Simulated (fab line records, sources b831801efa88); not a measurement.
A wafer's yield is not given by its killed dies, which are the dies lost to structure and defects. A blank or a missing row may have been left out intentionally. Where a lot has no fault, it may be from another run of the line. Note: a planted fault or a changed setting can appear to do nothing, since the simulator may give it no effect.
A struck lot beside a sound one -- flow sfq-line -- 42 steps out of a route of 325
Sound: these wafers, L476.1, L476.5, L476.6. Struck: wafers L485.3, L485.5, L485.6. At the end, the cause is stated.
Order at every step that has rows: each side's tool, ch and its chambers, its first start. Under that, the readings that differ: sound wafers -- struck wafers -- difference of the means -- sigmas: that difference in standard deviations of wafers without a fault.
alike: words and numbers the same on both sides, and readings whose means are apart by under 2 such deviations; not compared: readings that were withheld, readings missing a value for some wafer, numbers with overlapping values and no deviation given by the record, and bounds like >300 which may hide the same value.
The two part at a step that has a row with sigmas, a row that says differs or no value, or rows on one side only. Numbers that have no deviation but don't overlap get no sigmas and don't part them. Lack of a reading on every wafer of one side parts them only where that side has two or more wafers.

first, 6 steps without rows for these wafers: SFQ_TRILAYER_I4_VIA_LITHO_COAT_108 (resist thk 62 nm); SFQ_TRILAYER_I4_VIA_LITHO_COAT_103 (resist thk 650 nm); SFQ_TRILAYER_I4_VIA_LITHO_SOFTBAKE_107; SFQ_TRILAYER_I4_VIA_LITHO_EXPOSE_104 (exposes mask I4, target cd 700 nm); SFQ_TRILAYER_I4_VIA_LITHO_PEB_106 (peb time 60 s); SFQ_TRILAYER_I4_VIA_LITHO_DEVELOP_105 (time 60 s).
SFQ_I4_OVL_MEAS_928:
  sound: overlay-02 at day 41 21:30; struck: overlay-02 at day 45 01:05
  alike: I4_OVL
then, 1 step without rows for these wafers: SFQ_TRILAYER_I4_VIA_BARC_OPEN_VIA_ETCH_146 (etches BARC in O2, target depth 125 nm, time 41.7 s).
SFQ_TRILAYER_I4_VIA_ETCH_VIA_ETCH_106: etches SiO2 in CHF3, stops on Nb, target depth 260 nm.
  sound on rie-diel-03 ch 0,1,2, day 41 21:34; struck on rie-diel-01 ch 1,2, day 45 01:08
  alike: chamber-pressure-mTorr, drypump-motor-current-A, oes-product-au
SFQ_TRILAYER_I4_VIA_STRIP_STRIP_107: strips in O2.
  sound on rie-metal-01 ch 0,1, day 41 21:41; struck on rie-metal-02 ch 0,1, day 45 01:27
  alike: chamber-pressure-mTorr, drypump-motor-current-A, oes-product-au
  not compared: rf-hours-counter-h
then, 2 steps without rows for these wafers: SFQ_TRILAYER_I4_VIA_STRIP_SOLV_CLEAN_108 (cleans in NMP, time 600 s); SFQ_TRILAYER_JJ_TRILAYER_DEP_PRE_CLEAN_113 (time 22.5 s).
SFQ_TRILAYER_JJ_TRILAYER_DEP_SPUTTER_109: material Nb, target thk 150 nm, time 100 s.
  sound: pvd-sputter-06 at day 41 22:43; struck: pvd-sputter-03 at day 45 02:04
reading,sound,struck,difference,sigmas
model.Nb_of_TRILAYER_JJ_TRILAYER_DEP_SPUTTER_109.thk-nm (nm),150.5 149.7 148.8,144.2 141.2 142.9,-6.9,
  alike: base-pressure-pa, throttle-valve-pct
SFQ_TRILAYER_JJ_TRILAYER_DEP_SPUTTER_110: material Al, target thk 8 nm, time 10 s.
  sound: pvd-sputter-06 at day 41 22:47; struck: pvd-sputter-03 at day 45 02:08
  alike: base-pressure-pa, throttle-valve-pct
then, 1 step without rows for these wafers: SFQ_TRILAYER_JJ_TRILAYER_DEP_AL_OXIDATION_111 (oxidation time 600 s).
SFQ_TRILAYER_JJ_TRILAYER_DEP_SPUTTER_112: material Nb, target thk 170 nm, time 113.3 s.
  sound: pvd-sputter-06 at day 41 23:48; struck: pvd-sputter-03 at day 45 03:10
  alike: base-pressure-pa, throttle-valve-pct
SFQ_JJ_RS_MEAS_929: measures by four-point-probe.
  sound: film-metro-04 at day 41 23:58; struck: film-metro-04 at day 45 03:17
  alike: JJ_NB_RS
then, 6 steps without rows for these wafers: SFQ_TRILAYER_JJ_CE_LITHO_COAT_119 (resist thk 62 nm); SFQ_TRILAYER_JJ_CE_LITHO_COAT_114 (resist thk 600 nm); SFQ_TRILAYER_JJ_CE_LITHO_SOFTBAKE_118; SFQ_TRILAYER_JJ_CE_LITHO_EXPOSE_115 (exposes mask J5, target cd 700 nm); SFQ_TRILAYER_JJ_CE_LITHO_PEB_117 (peb time 60 s); SFQ_TRILAYER_JJ_CE_LITHO_DEVELOP_116 (time 60 s).
-- the record jumps here: 5 days lie between the struck wafers' starts before and after --
SFQ_JJ_OVL_MEAS_931:
  sound: overlay-02 at day 42 02:23; struck: overlay-02 at day 50 14:36
  alike: J5_OVL
then, 2 steps without rows for these wafers: SFQ_TRILAYER_JJ_CE_METRO_MEASURE_117; SFQ_TRILAYER_JJ_CE_BARC_OPEN_RIE_150 (chemistry O2, target BARC, target depth 240 nm, time 80 s).
SFQ_TRILAYER_JJ_CE_ETCH_RIE_118: chemistry SF6, target Nb, stops on Al2O3, time 97.7 s, target depth 170 nm.
  sound on rie-metal-01 ch 0,1, day 42 03:45; struck on rie-metal-01 ch 0,1, day 50 15:57
  alike: chamber-pressure-mTorr, drypump-motor-current-A, oes-product-au
  not compared: rf-hours-counter-h
then, 9 steps without rows for these wafers: SFQ_TRILAYER_JJ_ANODIZE_ANODIZE_119; SFQ_TRILAYER_JJ_CE_STRIP_STRIP_120 (strips in O2); SFQ_TRILAYER_JJ_CE_STRIP_SOLV_CLEAN_121 (cleans in NMP, time 600 s); SFQ_TRILAYER_M5_LITHO_COAT_128 (resist thk 62 nm); SFQ_TRILAYER_M5_LITHO_COAT_123 (resist thk 600 nm); SFQ_TRILAYER_M5_LITHO_SOFTBAKE_127; SFQ_TRILAYER_M5_LITHO_EXPOSE_124 (exposes mask M5, target cd 700 nm); SFQ_TRILAYER_M5_LITHO_PEB_126 (peb time 60 s); SFQ_TRILAYER_M5_LITHO_DEVELOP_125 (time 60 s).
-- the record jumps here: 6 days lie between the struck wafers' starts before and after --
SFQ_M5_OVL_MEAS_932:
  sound: overlay-01 at day 46 04:40; struck: overlay-01 at day 56 23:14
  alike: M5_OVL
then, 1 step without rows for these wafers: SFQ_TRILAYER_M5_BARC_OPEN_METAL_ETCH_161 (etches BARC in O2, target depth 125 nm, time 41.7 s).
SFQ_TRILAYER_M5_ETCH_METAL_ETCH_126: etches Nb in Cl2/BCl3, stops on SiO2, time 203.2 s, target depth 265 nm.
  sound on rie-metal-01 ch 1, day 46 04:49; struck on rie-metal-01 ch 0,1, day 56 23:22
reading,sound,struck,difference,sigmas
oes-product-au (a.u.),0.730 0.735 0.729,0.723 0.709 0.716,-0.015,-2
model.M5.feature-depth-nm (nm),163.5 162.7 161.8,156.6 153.6 155.1,-7.6,
model.etch.depth-nm (nm),150.5 149.7 148.8,144.2 141.2 142.9,-6.9,
  alike: chamber-pressure-mTorr, drypump-motor-current-A
  not compared: rf-hours-counter-h
then, 2 steps without rows for these wafers: SFQ_TRILAYER_M5_STRIP_STRIP_127 (strips in O2); SFQ_TRILAYER_M5_STRIP_SOLV_CLEAN_128 (cleans in NMP, time 600 s).
-- the record jumps here: 22 days lie between the struck wafers' starts before and after --
SFQ_M8_BOW_MEAS_951:
  sound: film-metro-02 at day 77 06:04; struck: film-metro-02 at day 79 09:28
reading,sound,struck,difference,sigmas
model.etest.m5.ohm-um,1.683 1.691 1.703,1.767 1.799 1.776,+0.088,
model.etest.i4.link-ohm,2.169 2.144 2.178,2.216 2.252 2.245,+0.074,
model.etest.m5.ohm-sq,1.182 1.189 1.195,1.234 1.26 1.245,+0.058,
model.etest.i5.link-ohm,2.293 2.3 2.31,2.319 2.344 2.321,+0.027,
  alike: M8_BOW

## WHERE THEY PART
Only at SFQ_TRILAYER_M5_ETCH_METAL_ETCH_126, as far as this record shows. Later steps at which nothing parts them and some readings are alike: SFQ_M8_BOW_MEAS_951.

WHY: the cause the simulator had injected
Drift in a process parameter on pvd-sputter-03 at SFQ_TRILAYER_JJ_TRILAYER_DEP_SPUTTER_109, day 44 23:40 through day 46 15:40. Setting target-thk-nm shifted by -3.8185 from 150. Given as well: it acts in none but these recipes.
